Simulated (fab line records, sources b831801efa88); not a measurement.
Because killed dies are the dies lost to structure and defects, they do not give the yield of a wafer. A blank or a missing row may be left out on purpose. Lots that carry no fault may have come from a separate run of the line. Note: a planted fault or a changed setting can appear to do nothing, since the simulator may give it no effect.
fab line records || flow sky130
record {"lots": 14, "wafers": 42, "last-day": 51}
route steps=708 shown PASSIVATION@692
lots that met no fault: from a run of the same line without faults
start-h: the number of hours between the record's first day and the start of the first shown wafer of the lot || wait-h: time in hours since the lot's previous step || " repeats the value in the row above || L1.1+2: a row that stands for several wafers || - either no value or no given start || * or withheld: withheld || < > ~ a bound
route shown NAME@n: a module of which the file shows steps, and the number in the route of the first || usual: the fault-free wafers' mean and standard deviation || same: alike in all rows || chamber/n: place in a boat || sites: each site's reading || _std_site: standard deviation of those values || _edge_site: mean of outer sites minus mean of inner sites || radius-mm: for every site, how far away it sits from the centre of the wafer || mask NAME#n: copy n || behind: tool/chamber where the wafer was last shaped || hold: why the lot was held/for how many hours/how that ended || device: the transistor (n, p or np) that didn't switch || end of line: the route-end tests of the same wafers || a step without rows: its recipe alone || killed: count of dies lost to structure and defects at first sort (not the wafer's yield) || map: per-die view of a wafer (x killed, . not killed, _ where there is no die)
set.NAME: setting as actually run; set.NAME@STEP: the setting as run at that earlier step || model.NAME: the simulator's own value behind a step, which no gauge read
steps of the route over a sample of lots; a table a step, a row a wafer
services: when a tool's chamber went out of use (start-h, in hours from the record's first day, below 0 if earlier), for how many hours, and the reason
## steps
# step SKY_PASSIVATION_ETCH_11
# recipe {"chemistry": "CF4/O2", "target-depth-nm": 725, "stop-on": "AlCu", "source-w": 800, "bias-w": 150, "pressure-mtorr": 150, "cf4-flow-sccm": 80, "O2_flow_sccm": 10, "time-s": 161.1}
# usual {"O2_flow_sccm": "10.00/0.032", "drypump-motor-current-A": "6.0/0.59", "oes-product-au": "0.978/0.0064", "throttle-valve-pct": "5.965/0.0099"}
{"lot.wafer": "L561.2", "tool": "rie-diel-04", "chamber": 3, "start-h": 1081.37, "wait-h": "-", "O2_flow_sccm": 9.98, "drypump-motor-current-A": 6.7, "oes-product-au": 0.970, "rf-hours-counter-h": 13, "throttle-valve-pct": 5.951}
{"lot.wafer": "L561.5", "tool": "rie-diel-04", "chamber": 3, "start-h": 1081.37, "wait-h": "-", "O2_flow_sccm": 10.00, "drypump-motor-current-A": 6.7, "oes-product-au": 0.986, "rf-hours-counter-h": "-", "throttle-valve-pct": 5.973}
{"lot.wafer": "L561.6", "tool": "rie-diel-04", "chamber": 2, "start-h": 1081.37, "wait-h": "-", "O2_flow_sccm": 9.99, "drypump-motor-current-A": 6.5, "oes-product-au": 0.988, "rf-hours-counter-h": "-", "throttle-valve-pct": 5.975}
{"lot.wafer": "L563.1", "tool": "rie-diel-01", "chamber": 0, "start-h": 1091.62, "wait-h": "-", "O2_flow_sccm": 9.94, "drypump-motor-current-A": 5.8, "oes-product-au": 0.979, "rf-hours-counter-h": 16, "throttle-valve-pct": 5.975}
{"lot.wafer": "L563.5", "tool": "rie-diel-01", "chamber": 3, "start-h": 1091.62, "wait-h": "-", "O2_flow_sccm": 9.97, "drypump-motor-current-A": 5.5, "oes-product-au": 0.989, "rf-hours-counter-h": "-", "throttle-valve-pct": 5.966}
{"lot.wafer": "L563.6", "tool": "rie-diel-01", "chamber": 0, "start-h": 1091.62, "wait-h": "-", "O2_flow_sccm": 9.96, "drypump-motor-current-A": 5.8, "oes-product-au": 0.984, "rf-hours-counter-h": "-", "throttle-valve-pct": 5.960}
{"lot.wafer": "L564.3", "tool": "rie-diel-01", "chamber": 2, "start-h": 1097.01, "wait-h": "-", "O2_flow_sccm": 10.01, "drypump-motor-current-A": 6.3, "oes-product-au": 0.975, "rf-hours-counter-h": 18, "throttle-valve-pct": 5.954}
{"lot.wafer": "L564.5", "tool": "rie-diel-01", "chamber": 0, "start-h": 1097.01, "wait-h": "-", "O2_flow_sccm": 9.92, "drypump-motor-current-A": 5.8, "oes-product-au": 0.976, "rf-hours-counter-h": "-", "throttle-valve-pct": 5.972}
{"lot.wafer": "L564.6", "tool": "rie-diel-01", "chamber": 3, "start-h": 1097.01, "wait-h": "-", "O2_flow_sccm": 10.01, "drypump-motor-current-A": 5.5, "oes-product-au": 0.974, "rf-hours-counter-h": "-", "throttle-valve-pct": 5.972}
{"lot.wafer": "L565.1", "tool": "rie-diel-03", "chamber": 0, "start-h": 1104.92, "wait-h": "-", "O2_flow_sccm": 9.99, "drypump-motor-current-A": 6.7, "oes-product-au": 0.980, "rf-hours-counter-h": 22, "throttle-valve-pct": 5.983}
{"lot.wafer": "L565.4", "tool": "rie-diel-03", "chamber": 1, "start-h": 1104.92, "wait-h": "-", "O2_flow_sccm": 9.95, "drypump-motor-current-A": 6.2, "oes-product-au": 0.976, "rf-hours-counter-h": 1, "throttle-valve-pct": 5.984}
{"lot.wafer": "L565.5", "tool": "rie-diel-03", "chamber": 1, "start-h": 1104.92, "wait-h": "-", "O2_flow_sccm": 9.95, "drypump-motor-current-A": 6.3, "oes-product-au": 0.975, "rf-hours-counter-h": "-", "throttle-valve-pct": 5.959}
{"lot.wafer": "L566.1", "tool": "rie-diel-04", "chamber": 2, "start-h": 1106.14, "wait-h": "-", "O2_flow_sccm": 9.96, "drypump-motor-current-A": 6.6, "oes-product-au": 0.974, "rf-hours-counter-h": 26, "throttle-valve-pct": 5.968}
{"lot.wafer": "L566.2", "tool": "rie-diel-04", "chamber": 3, "start-h": 1106.14, "wait-h": "-", "O2_flow_sccm": 9.96, "drypump-motor-current-A": 6.7, "oes-product-au": 0.968, "rf-hours-counter-h": 14, "throttle-valve-pct": 5.979}
{"lot.wafer": "L566.3", "tool": "rie-diel-04", "chamber": 1, "start-h": 1106.14, "wait-h": "-", "O2_flow_sccm": 9.99, "drypump-motor-current-A": 6.0, "oes-product-au": 0.977, "rf-hours-counter-h": 18, "throttle-valve-pct": 5.970}
{"lot.wafer": "L567.1", "tool": "rie-diel-03", "chamber": 0, "start-h": 1108.44, "wait-h": "-", "O2_flow_sccm": 9.98, "drypump-motor-current-A": 6.8, "oes-product-au": 0.972, "rf-hours-counter-h": 22, "throttle-valve-pct": 5.962}
{"lot.wafer": "L567.3", "tool": "rie-diel-03", "chamber": 1, "start-h": 1108.44, "wait-h": "-", "O2_flow_sccm": 10.00, "drypump-motor-current-A": 6.2, "oes-product-au": 0.986, "rf-hours-counter-h": 1, "throttle-valve-pct": 5.963}
{"lot.wafer": "L567.4", "tool": "rie-diel-03", "chamber": 2, "start-h": 1108.44, "wait-h": "-", "O2_flow_sccm": 10.02, "drypump-motor-current-A": 5.9, "oes-product-au": 0.993, "rf-hours-counter-h": 6, "throttle-valve-pct": 5.969}
{"lot.wafer": "L568.1", "tool": "rie-diel-01", "chamber": 0, "start-h": 1119.66, "wait-h": "-", "O2_flow_sccm": 9.96, "drypump-motor-current-A": 5.8, "oes-product-au": 0.973, "rf-hours-counter-h": 17, "throttle-valve-pct": 5.977}
{"lot.wafer": "L568.2", "tool": "rie-diel-01", "chamber": 3, "start-h": 1119.66, "wait-h": "-", "O2_flow_sccm": 10.06, "drypump-motor-current-A": 5.5, "oes-product-au": 0.975, "rf-hours-counter-h": 10, "throttle-valve-pct": 5.955}
{"lot.wafer": "L568.3", "tool": "rie-diel-01", "chamber": 1, "start-h": 1119.66, "wait-h": "-", "O2_flow_sccm": 9.97, "drypump-motor-current-A": 6.1, "oes-product-au": 0.980, "rf-hours-counter-h": 2, "throttle-valve-pct": 5.971}
{"lot.wafer": "L573.3", "tool": "rie-diel-04", "chamber": 0, "start-h": 1149.84, "wait-h": "-", "O2_flow_sccm": 10.05, "drypump-motor-current-A": 4.8, "oes-product-au": 0.975, "rf-hours-counter-h": 16, "throttle-valve-pct": 5.974}
{"lot.wafer": "L573.5", "tool": "rie-diel-04", "chamber": 1, "start-h": 1149.84, "wait-h": "-", "O2_flow_sccm": 10.00, "drypump-motor-current-A": 6.0, "oes-product-au": 0.868, "rf-hours-counter-h": "-", "throttle-valve-pct": 5.921}
{"lot.wafer": "L573.6", "tool": "rie-diel-04", "chamber": 2, "start-h": 1149.84, "wait-h": "-", "O2_flow_sccm": 10.00, "drypump-motor-current-A": 6.5, "oes-product-au": 0.972, "rf-hours-counter-h": "-", "throttle-valve-pct": 5.953}
{"lot.wafer": "L576.1", "tool": "rie-diel-04", "chamber": 0, "start-h": 1165.51, "wait-h": "-", "O2_flow_sccm": 9.99, "drypump-motor-current-A": 4.9, "oes-product-au": 0.976, "rf-hours-counter-h": 17, "throttle-valve-pct": 5.972}
{"lot.wafer": "L576.2", "tool": "rie-diel-04", "chamber": 2, "start-h": 1165.51, "wait-h": "-", "O2_flow_sccm": 10.03, "drypump-motor-current-A": 6.6, "oes-product-au": 0.864, "rf-hours-counter-h": 28, "throttle-valve-pct": 5.928}
{"lot.wafer": "L576.4", "tool": "rie-diel-04", "chamber": 3, "start-h": 1165.51, "wait-h": "-", "O2_flow_sccm": 9.98, "drypump-motor-current-A": 6.7, "oes-product-au": 0.978, "rf-hours-counter-h": 16, "throttle-valve-pct": 5.954}
{"lot.wafer": "L579.1", "tool": "rie-diel-01", "chamber": 0, "start-h": 1176.26, "wait-h": "-", "O2_flow_sccm": 9.95, "drypump-motor-current-A": 5.8, "oes-product-au": 0.976, "rf-hours-counter-h": 19, "throttle-valve-pct": 5.962}
{"lot.wafer": "L579.3", "tool": "rie-diel-01", "chamber": 3, "start-h": 1176.26, "wait-h": "-", "O2_flow_sccm": 10.07, "drypump-motor-current-A": 5.5, "oes-product-au": 0.985, "rf-hours-counter-h": 12, "throttle-valve-pct": 5.974}
{"lot.wafer": "L579.5", "tool": "rie-diel-01", "chamber": 0, "start-h": 1176.26, "wait-h": "-", "O2_flow_sccm": 9.97, "drypump-motor-current-A": 5.8, "oes-product-au": 0.993, "rf-hours-counter-h": "-", "throttle-valve-pct": 5.977}
{"lot.wafer": "L580.2", "tool": "rie-diel-03", "chamber": 1, "start-h": 1185.62, "wait-h": "-", "O2_flow_sccm": 9.93, "drypump-motor-current-A": 6.2, "oes-product-au": 0.973, "rf-hours-counter-h": 5, "throttle-valve-pct": 5.947}
{"lot.wafer": "L580.3", "tool": "rie-diel-03", "chamber": 2, "start-h": 1185.62, "wait-h": "-", "O2_flow_sccm": 10.01, "drypump-motor-current-A": 5.9, "oes-product-au": 0.982, "rf-hours-counter-h": 9, "throttle-valve-pct": 5.981}
{"lot.wafer": "L580.6", "tool": "rie-diel-03", "chamber": 2, "start-h": 1185.62, "wait-h": "-", "O2_flow_sccm": 10.00, "drypump-motor-current-A": 5.8, "oes-product-au": 0.974, "rf-hours-counter-h": "-", "throttle-valve-pct": 5.963}
{"lot.wafer": "L582.2", "tool": "rie-diel-03", "chamber": 0, "start-h": 1193.44, "wait-h": "-", "O2_flow_sccm": 9.99, "drypump-motor-current-A": 6.8, "oes-product-au": 0.971, "rf-hours-counter-h": 25, "throttle-valve-pct": 5.978}
{"lot.wafer": "L582.3", "tool": "rie-diel-03", "chamber": 3, "start-h": 1193.44, "wait-h": "-", "O2_flow_sccm": 9.99, "drypump-motor-current-A": 4.9, "oes-product-au": 0.972, "rf-hours-counter-h": 27, "throttle-valve-pct": 5.970}
{"lot.wafer": "L582.6", "tool": "rie-diel-03", "chamber": 0, "start-h": 1193.44, "wait-h": "-", "O2_flow_sccm": 9.96, "drypump-motor-current-A": 6.7, "oes-product-au": 0.977, "rf-hours-counter-h": "-", "throttle-valve-pct": 5.956}
{"lot.wafer": "L583.4", "tool": "rie-diel-03", "chamber": 3, "start-h": 1194.79, "wait-h": "-", "O2_flow_sccm": 9.93, "drypump-motor-current-A": 5.0, "oes-product-au": 0.989, "rf-hours-counter-h": 27, "throttle-valve-pct": 5.963}
{"lot.wafer": "L583.5", "tool": "rie-diel-03", "chamber": 1, "start-h": 1194.79, "wait-h": "-", "O2_flow_sccm": 10.04, "drypump-motor-current-A": 6.2, "oes-product-au": 0.973, "rf-hours-counter-h": "-", "throttle-valve-pct": 5.961}
{"lot.wafer": "L583.6", "tool": "rie-diel-03", "chamber": 2, "start-h": 1194.79, "wait-h": "-", "O2_flow_sccm": 10.06, "drypump-motor-current-A": 5.8, "oes-product-au": 0.987, "rf-hours-counter-h": "-", "throttle-valve-pct": 5.981}
{"lot.wafer": "L584.1", "tool": "rie-diel-01", "chamber": 2, "start-h": 1202.56, "wait-h": "-", "O2_flow_sccm": 10.05, "drypump-motor-current-A": 6.3, "oes-product-au": 0.965, "rf-hours-counter-h": 20, "throttle-valve-pct": 5.964}
{"lot.wafer": "L584.3", "tool": "rie-diel-01", "chamber": 1, "start-h": 1202.56, "wait-h": "-", "O2_flow_sccm": 10.00, "drypump-motor-current-A": 6.0, "oes-product-au": 0.988, "rf-hours-counter-h": 3, "throttle-valve-pct": 5.962}
{"lot.wafer": "L584.5", "tool": "rie-diel-01", "chamber": 3, "start-h": 1202.56, "wait-h": "-", "O2_flow_sccm": 10.03, "drypump-motor-current-A": 5.6, "oes-product-au": 0.988, "rf-hours-counter-h": "-", "throttle-valve-pct": 5.979}
# step SKY_PASSIVATION_STRIP_12
# recipe {"chemistry": "O2/N2", "power-w": 1400, "pressure-mtorr": 1500, "platen-temp-c": "withheld", "overash-fraction": 0.7, "o2-flow-sccm": 3000, "n2-flow-sccm": 300}
# usual {"drypump-motor-current-A": "5.5/0.4", "oes-product-au": "0.661/0.0047", "strip-time-to-endpoint-s": "31.58/0.13"}
{"lot.wafer": "L561.2", "tool": "plasma-asher-03", "chamber": 0, "start-h": 1081.48, "wait-h": 0.1, "drypump-motor-current-A": 5.5, "oes-product-au": 0.666, "rf-hours-counter-h": 68, "strip-time-to-endpoint-s": 31.28}
{"lot.wafer": "L561.5", "tool": "plasma-asher-03", "chamber": 1, "start-h": 1081.48, "wait-h": 0.1, "drypump-motor-current-A": 5.2, "oes-product-au": 0.665, "rf-hours-counter-h": "-", "strip-time-to-endpoint-s": 31.26}
{"lot.wafer": "L561.6", "tool": "plasma-asher-03", "chamber": 0, "start-h": 1081.48, "wait-h": 0.1, "drypump-motor-current-A": 5.4, "oes-product-au": 0.660, "rf-hours-counter-h": "-", "strip-time-to-endpoint-s": 31.42}
{"lot.wafer": "L563.1", "tool": "plasma-asher-03", "chamber": 0, "start-h": 1091.73, "wait-h": 0.1, "drypump-motor-current-A": 5.4, "oes-product-au": 0.660, "rf-hours-counter-h": 69, "strip-time-to-endpoint-s": 31.34}
{"lot.wafer": "L563.5", "tool": "plasma-asher-03", "chamber": 1, "start-h": 1091.73, "wait-h": 0.1, "drypump-motor-current-A": 5.2, "oes-product-au": 0.658, "rf-hours-counter-h": "-", "strip-time-to-endpoint-s": 31.59}
{"lot.wafer": "L563.6", "tool": "plasma-asher-03", "chamber": 0, "start-h": 1091.73, "wait-h": 0.1, "drypump-motor-current-A": 5.5, "oes-product-au": 0.654, "rf-hours-counter-h": "-", "strip-time-to-endpoint-s": 31.34}
{"lot.wafer": "L564.3", "tool": "plasma-asher-04", "chamber": 0, "start-h": 1097.15, "wait-h": 0.1, "drypump-motor-current-A": 5.2, "oes-product-au": 0.652, "rf-hours-counter-h": "-", "strip-time-to-endpoint-s": 31.68}
{"lot.wafer": "L564.5", "tool": "plasma-asher-04", "chamber": 1, "start-h": 1097.15, "wait-h": 0.1, "drypump-motor-current-A": 6.1, "oes-product-au": 0.661, "rf-hours-counter-h": "-", "strip-time-to-endpoint-s": 31.79}
{"lot.wafer": "L564.6", "tool": "plasma-asher-04", "chamber": 0, "start-h": 1097.15, "wait-h": 0.1, "drypump-motor-current-A": 5.2, "oes-product-au": 0.660, "rf-hours-counter-h": "-", "strip-time-to-endpoint-s": 31.64}
{"lot.wafer": "L565.1", "tool": "plasma-asher-01", "chamber": 1, "start-h": 1105.03, "wait-h": 0.1, "drypump-motor-current-A": 5.1, "oes-product-au": 0.663, "rf-hours-counter-h": 35, "strip-time-to-endpoint-s": 31.79}
{"lot.wafer": "L565.4", "tool": "plasma-asher-01", "chamber": 0, "start-h": 1105.03, "wait-h": 0.1, "drypump-motor-current-A": 5.9, "oes-product-au": 0.672, "rf-hours-counter-h": "-", "strip-time-to-endpoint-s": 31.58}
{"lot.wafer": "L565.5", "tool": "plasma-asher-01", "chamber": 1, "start-h": 1105.03, "wait-h": 0.1, "drypump-motor-current-A": 5.1, "oes-product-au": 0.660, "rf-hours-counter-h": "-", "strip-time-to-endpoint-s": 31.59}
{"lot.wafer": "L566.1", "tool": "plasma-asher-04", "chamber": 0, "start-h": 1106.25, "wait-h": 0.1, "drypump-motor-current-A": 5.2, "oes-product-au": 0.661, "rf-hours-counter-h": 4, "strip-time-to-endpoint-s": 31.40}
{"lot.wafer": "L566.2", "tool": "plasma-asher-04", "chamber": 1, "start-h": 1106.25, "wait-h": 0.1, "drypump-motor-current-A": 6.1, "oes-product-au": 0.657, "rf-hours-counter-h": 4, "strip-time-to-endpoint-s": 31.46}
{"lot.wafer": "L566.3", "tool": "plasma-asher-04", "chamber": 0, "start-h": 1106.25, "wait-h": 0.1, "drypump-motor-current-A": 5.3, "oes-product-au": 0.666, "rf-hours-counter-h": "-", "strip-time-to-endpoint-s": 31.33}
{"lot.wafer": "L567.1", "tool": "plasma-asher-04", "chamber": 1, "start-h": 1108.55, "wait-h": 0.1, "drypump-motor-current-A": 6.1, "oes-product-au": 0.664, "rf-hours-counter-h": 4, "strip-time-to-endpoint-s": 31.57}
{"lot.wafer": "L567.3", "tool": "plasma-asher-04", "chamber": 1, "start-h": 1108.55, "wait-h": 0.1, "drypump-motor-current-A": 6.1, "oes-product-au": 0.663, "rf-hours-counter-h": "-", "strip-time-to-endpoint-s": 31.63}
{"lot.wafer": "L567.4", "tool": "plasma-asher-04", "chamber": 0, "start-h": 1108.55, "wait-h": 0.1, "drypump-motor-current-A": 5.3, "oes-product-au": 0.661, "rf-hours-counter-h": "-", "strip-time-to-endpoint-s": 31.39}
{"lot.wafer": "L568.1", "tool": "plasma-asher-04", "chamber": 1, "start-h": 1119.76, "wait-h": 0.1, "drypump-motor-current-A": 6.1, "oes-product-au": 0.665, "rf-hours-counter-h": 5, "strip-time-to-endpoint-s": 31.60}
{"lot.wafer": "L568.2", "tool": "plasma-asher-04", "chamber": 0, "start-h": 1119.76, "wait-h": 0.1, "drypump-motor-current-A": 5.2, "oes-product-au": 0.655, "rf-hours-counter-h": 5, "strip-time-to-endpoint-s": 31.59}
{"lot.wafer": "L568.3", "tool": "plasma-asher-04", "chamber": 0, "start-h": 1119.76, "wait-h": 0.1, "drypump-motor-current-A": 5.3, "oes-product-au": 0.668, "rf-hours-counter-h": "-", "strip-time-to-endpoint-s": 31.35}
{"lot.wafer": "L573.3", "tool": "plasma-asher-03", "chamber": 1, "start-h": 1149.98, "wait-h": 0.1, "drypump-motor-current-A": 5.2, "oes-product-au": 0.660, "rf-hours-counter-h": "-", "strip-time-to-endpoint-s": 31.69}
{"lot.wafer": "L573.5", "tool": "plasma-asher-03", "chamber": 1, "start-h": 1149.98, "wait-h": 0.1, "drypump-motor-current-A": 5.2, "oes-product-au": 0.666, "rf-hours-counter-h": "-", "strip-time-to-endpoint-s": 32.71}
{"lot.wafer": "L573.6", "tool": "plasma-asher-03", "chamber": 0, "start-h": 1149.98, "wait-h": 0.1, "drypump-motor-current-A": 5.5, "oes-product-au": 0.666, "rf-hours-counter-h": "-", "strip-time-to-endpoint-s": 31.60}
{"lot.wafer": "L576.1", "tool": "plasma-asher-04", "chamber": 1, "start-h": 1165.61, "wait-h": 0.1, "drypump-motor-current-A": 6.1, "oes-product-au": 0.652, "rf-hours-counter-h": 10, "strip-time-to-endpoint-s": 31.65}
{"lot.wafer": "L576.2", "tool": "plasma-asher-04", "chamber": 0, "start-h": 1165.61, "wait-h": 0.1, "drypump-motor-current-A": 5.2, "oes-product-au": 0.656, "rf-hours-counter-h": 10, "strip-time-to-endpoint-s": 32.84}
{"lot.wafer": "L576.4", "tool": "plasma-asher-04", "chamber": 0, "start-h": 1165.61, "wait-h": 0.1, "drypump-motor-current-A": 5.2, "oes-product-au": 0.660, "rf-hours-counter-h": "-", "strip-time-to-endpoint-s": 31.66}
{"lot.wafer": "L579.1", "tool": "plasma-asher-04", "chamber": 1, "start-h": 1176.36, "wait-h": 0.1, "drypump-motor-current-A": 6.1, "oes-product-au": 0.668, "rf-hours-counter-h": 11, "strip-time-to-endpoint-s": 31.46}
{"lot.wafer": "L579.3", "tool": "plasma-asher-04", "chamber": 0, "start-h": 1176.36, "wait-h": 0.1, "drypump-motor-current-A": 5.3, "oes-product-au": 0.652, "rf-hours-counter-h": "-", "strip-time-to-endpoint-s": 31.50}
{"lot.wafer": "L579.5", "tool": "plasma-asher-04", "chamber": 1, "start-h": 1176.36, "wait-h": 0.1, "drypump-motor-current-A": 6.1, "oes-product-au": 0.659, "rf-hours-counter-h": "-", "strip-time-to-endpoint-s": 31.37}
{"lot.wafer": "L580.2", "tool": "plasma-asher-03", "chamber": 1, "start-h": 1185.73, "wait-h": 0.1, "drypump-motor-current-A": 5.2, "oes-product-au": 0.651, "rf-hours-counter-h": 79, "strip-time-to-endpoint-s": 31.73}
{"lot.wafer": "L580.3", "tool": "plasma-asher-03", "chamber": 0, "start-h": 1185.73, "wait-h": 0.1, "drypump-motor-current-A": 5.4, "oes-product-au": 0.660, "rf-hours-counter-h": "-", "strip-time-to-endpoint-s": 31.57}
{"lot.wafer": "L580.6", "tool": "plasma-asher-03", "chamber": 1, "start-h": 1185.73, "wait-h": 0.1, "drypump-motor-current-A": 5.2, "oes-product-au": 0.660, "rf-hours-counter-h": "-", "strip-time-to-endpoint-s": 31.51}
{"lot.wafer": "L582.2", "tool": "plasma-asher-04", "chamber": 1, "start-h": 1193.55, "wait-h": 0.1, "drypump-motor-current-A": 6.1, "oes-product-au": 0.660, "rf-hours-counter-h": 12, "strip-time-to-endpoint-s": 31.59}
{"lot.wafer": "L582.3", "tool": "plasma-asher-04", "chamber": 0, "start-h": 1193.55, "wait-h": 0.1, "drypump-motor-current-A": 5.2, "oes-product-au": 0.667, "rf-hours-counter-h": "-", "strip-time-to-endpoint-s": 31.56}
{"lot.wafer": "L582.6", "tool": "plasma-asher-04", "chamber": 0, "start-h": 1193.55, "wait-h": 0.1, "drypump-motor-current-A": 5.3, "oes-product-au": 0.664, "rf-hours-counter-h": "-", "strip-time-to-endpoint-s": 31.66}
{"lot.wafer": "L583.4", "tool": "plasma-asher-04", "chamber": 0, "start-h": 1194.93, "wait-h": 0.1, "drypump-motor-current-A": 5.3, "oes-product-au": 0.654, "rf-hours-counter-h": "-", "strip-time-to-endpoint-s": 31.59}
{"lot.wafer": "L583.5", "tool": "plasma-asher-04", "chamber": 0, "start-h": 1194.93, "wait-h": 0.1, "drypump-motor-current-A": 5.2, "oes-product-au": 0.669, "rf-hours-counter-h": "-", "strip-time-to-endpoint-s": 31.76}
{"lot.wafer": "L583.6", "tool": "plasma-asher-04", "chamber": 1, "start-h": 1194.93, "wait-h": 0.1, "drypump-motor-current-A": 6.1, "oes-product-au": 0.655, "rf-hours-counter-h": "-", "strip-time-to-endpoint-s": 31.48}
{"lot.wafer": "L584.1", "tool": "plasma-asher-04", "chamber": 0, "start-h": 1202.66, "wait-h": 0.1, "drypump-motor-current-A": 5.3, "oes-product-au": 0.661, "rf-hours-counter-h": 13, "strip-time-to-endpoint-s": 31.60}
{"lot.wafer": "L584.3", "tool": "plasma-asher-04", "chamber": 1, "start-h": 1202.66, "wait-h": 0.1, "drypump-motor-current-A": 6.1, "oes-product-au": 0.662, "rf-hours-counter-h": "-", "strip-time-to-endpoint-s": 31.54}
{"lot.wafer": "L584.5", "tool": "plasma-asher-04", "chamber": 1, "start-h": 1202.66, "wait-h": 0.1, "drypump-motor-current-A": 6.1, "oes-product-au": 0.665, "rf-hours-counter-h": "-", "strip-time-to-endpoint-s": 31.57}
## services
{"tool": "plasma-asher-04", "chamber": 0, "start-h": 1064.25, "hours": "-", "kind": "clean"}
{"tool": "plasma-asher-04", "chamber": 1, "start-h": 1064.25, "hours": "-", "kind": "clean"}
{"tool": "plasma-asher-01", "chamber": "-", "start-h": 1090.32, "hours": 3.4, "kind": "repair"}
{"tool": "rie-diel-04", "chamber": 0, "start-h": 1100.79, "hours": 10.7, "kind": "repair"}
{"tool": "plasma-asher-04", "chamber": "-", "start-h": 1167.40, "hours": 2.8, "kind": "pm"}
{"tool": "rie-diel-01", "chamber": 1, "start-h": 1167.49, "hours": 29.9, "kind": "repair"}
{"tool": "rie-diel-01", "chamber": 2, "start-h": 1176.97, "hours": 22.8, "kind": "repair"}
{"tool": "plasma-asher-01", "chamber": "-", "start-h": 1180.23, "hours": 1.5, "kind": "repair"}
{"tool": "rie-diel-03", "chamber": 0, "start-h": 1184.93, "hours": 4.5, "kind": "repair"}
{"tool": "rie-diel-03", "chamber": 2, "start-h": 1186.22, "hours": 6.6, "kind": "repair"}
## key
first-sign {"step": "SKY_PASSIVATION_ETCH_11", "reading": "oes-product-au", "direction": "down", "sigmas": 17, "usual": 0.978, "struck": 0.866}
effect {"step": "SKY_PASSIVATION_ETCH_11", "reading": "throttle-valve-pct", "direction": "down", "sigmas": 4.1, "usual": 5.965, "struck": 5.925}
effect {"step": "SKY_PASSIVATION_STRIP_12", "reading": "strip-time-to-endpoint-s", "direction": "up", "sigmas": 9, "usual": "*", "struck": "*"}
met-at SKY_PASSIVATION_ETCH_11
struck-lots L573,L576
struck-wafers L573.5,L576.2
later-rows-left-out L573.5,L576.2
sort-left-out L573.5,L576.2
onset-between 1106.14 1149.84
fault {"kind": "process-parameter-drift", "tool": "rie-diel-04", "chamber": "-", "onset-h": 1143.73, "steps": "SKY_PASSIVATION_ETCH_11", "channel": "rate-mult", "offset": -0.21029, "shape": "step", "end-h": 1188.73, "scope": "struck-wafers-only"}
# sort-left-out: the simulated sort isn't trusted on such a fault, so these wafers' sort isn't shown, and their yield isn't known
# later-rows-left-out: the simulator's readings of these wafers behind a module that went badly wrong aren't trusted and aren't shown, but for the sort
